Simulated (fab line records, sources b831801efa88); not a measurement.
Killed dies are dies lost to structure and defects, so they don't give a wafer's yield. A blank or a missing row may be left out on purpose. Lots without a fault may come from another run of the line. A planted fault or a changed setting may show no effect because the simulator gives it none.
Problem report in the 8D (eight disciplines) form, filled by code | flow gf180mcu | the parts of the form that need people (team, actions taken, sign-off) are left out

1. THE PROBLEM
chamber_o2_ppm at GF_SALICIDE_RTA_06 reads a mean of 1502.000 on 6 wafers of 2 lots; wafers without a fault read 2.005 with a standard deviation of 0.018. That is +99 or more standard deviations from the usual mean.
The step: time 30 s.
First seen on wafer L559.2, day 23 16:31, on rtp_anneal-01. The record holds 18 wafers of 6 lots with a number at this step. Rule for "out", or "out of limits": more than 4 standard deviations from the usual mean. The other wafers with a number count as sound.

2. WHAT IT IS AND WHAT IT IS NOT
question                    | is                     | is not
which readings at this step | chamber_o2_ppm         | lamp_power_pct, wafer_temp_C_max
which lots                  | L559, L560             | L539, L543, L544, L551
which wafers of those lots  | all that have a number | -
read on which tools         | rtp_anneal-01          | rtp_anneal-02
when                        | from day 23 16:31      | up to then (12 sound wafers)

3. SUSPECTS, AND WHAT RULES EACH OUT
Counting: a tool at a process step up to the reading stays a suspect if it ran every lot that is out and no sound lot after the first of them.
- rie_diel-02 at GF_SAB_ETCH_11 (etches SiO2 in C4F8/O2/Ar, target depth 55 nm, time 8.5 s): kept. It ran every lot that is out, first L559 (day 23 15:55), and no sound lot after that.
- rtp_anneal-01 at GF_SALICIDE_RTA_06 (time 30 s): kept. It ran every lot that is out, first L559 (day 23 16:31), and no sound lot after that; its last sound lot up to then is L544 (day 18 19:20). Its own readings are out on those wafers: chamber_o2_ppm.
Left after counting: rie_diel-02 at GF_SAB_ETCH_11, rtp_anneal-01 at GF_SALICIDE_RTA_06.

4. THE CAUSE (what the simulator had put in)
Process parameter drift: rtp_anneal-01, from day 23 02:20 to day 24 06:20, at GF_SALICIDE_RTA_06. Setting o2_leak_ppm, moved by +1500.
Counting left 2 suspects, and this tool is among them.

5. THE CHAIN OF EFFECTS, in route order
Each row: a reading whose mean over the struck wafers that have a number lies more than 3 standard deviations from the usual. Only readings for which the record gives a usual standard deviation are gone through. hours: the time from each lot's start at the first step in this table that gives one to its start at this step, as a median over the lots. sigmas: the change in usual standard deviations.
hours | step               | reading        | usual | on struck wafers | change    | sigmas
0     | GF_SALICIDE_RTA_06 | chamber_o2_ppm | 2.005 | 1502.000         | +1499.995 | +99 or more
The process steps in it:
- GF_SALICIDE_RTA_06: time 30 s.

6. WHAT WOULD HAVE CAUGHT IT SOONER
In this record the first reading out of limits was taken at day 23 16:31, 14 hours after the fault began at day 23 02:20.
